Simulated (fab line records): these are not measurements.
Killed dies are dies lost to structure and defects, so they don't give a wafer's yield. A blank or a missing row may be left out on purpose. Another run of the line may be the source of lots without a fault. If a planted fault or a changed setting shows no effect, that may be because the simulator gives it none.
Problem report, 8D (eight disciplines) form, completed by code + flow sfq line + the parts of the form that need people (team, actions taken, sign-off) are left out

## 1. WHAT WENT WRONG
Wafers without a fault read 21.301, standard deviation 0.02; exposure dose mJ cm2 at SFQ_TRILAYER_L0_VIA_LITHO_EXPOSE_014 reads a mean of 22.363 on 12 wafers belonging to 4 lots. That puts it +53 standard deviations away from the usual mean.
The step: exposes mask L0V, target cd 700 nm.
The first sign was on wafer L831.1 at day 8 15:25, on krf scanner-01. The record holds 45 wafers of 15 lots with a number at this step. The rule behind "out" and "out of limits": a value lying over 4 standard deviations away from the usual mean. Any other wafer with a number is counted as sound.

## 2. WHAT IT IS; WHAT IT IS NOT
| question                    | is                     | is not                                                                                 |
|-----------------------------|------------------------|----------------------------------------------------------------------------------------|
| which readings at this step | exposure dose mJ cm2   | -                                                                                      |
| which lots                  | L831, L832, L833, L834 | L824, L825, L826, L827, L828, L829, L830, L836, L840, L842, L843                       |
| which wafers of those lots  | all that have a number | -                                                                                      |
| read on which tools         | krf scanner-01         | krf scanner-02                                                                         |
| when                        | from day 8 15:25       | up to then (21 sound wafers); but 12 sound wafers of L836, L840, L842, L843 came after |

## 3. THE SUSPECTS, EACH WITH WHAT RULES IT OUT
Counting: a tool stays on the suspect list if, at a process step up to the reading, it processed all lots that are out and no sound lot following the first of them.
- krf scanner-01 at SFQ_TRILAYER_L0_VIA_LITHO_EXPOSE_014 (exposes mask L0V, target cd 700 nm): kept. All lots that are out passed through it, beginning with L831 at day 8 15:25, and no sound lot followed; its final sound lot before that point was L830 at day 8 09:25. Out on those wafers are its own readings of exposure dose mJ cm2.
Remaining after the count: krf scanner-01 at SFQ_TRILAYER_L0_VIA_LITHO_EXPOSE_014.

## 4. THE CAUSE (what the simulator had put in)
Process parameters drifting: krf scanner-01 at SFQ_TRILAYER_L0_VIA_LITHO_EXPOSE_014, beginning at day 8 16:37. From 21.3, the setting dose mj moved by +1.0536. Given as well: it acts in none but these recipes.
Only this tool survived the counting.

## 5. THE EFFECT CHAIN, in route order
Each row: a reading whose mean over the struck wafers that have a number lies more than 3 standard deviations from the usual. Only readings whose record carries a usual standard deviation are examined. hours: median over the lots of the time between each lot's start at the first step of this table that gives one and its start at this step. sigmas: the change, counted in usual standard deviations.
| hours | step                                 | reading              | usual  | on struck wafers | change | sigmas |
|-------|--------------------------------------|----------------------|--------|------------------|--------|--------|
| 0     | SFQ_TRILAYER_L0_VIA_LITHO_EXPOSE_014 | exposure dose mJ cm2 | 21.301 | 22.363           | +1.062 | +53    |
Here are the process steps it includes:
- SFQ_TRILAYER_L0_VIA_LITHO_EXPOSE_014: exposes mask L0V, target cd 700 nm.

## 6. WHAT WOULD HAVE CAUGHT IT SOONER
In this record the first reading out of limits was taken at day 8 15:25.
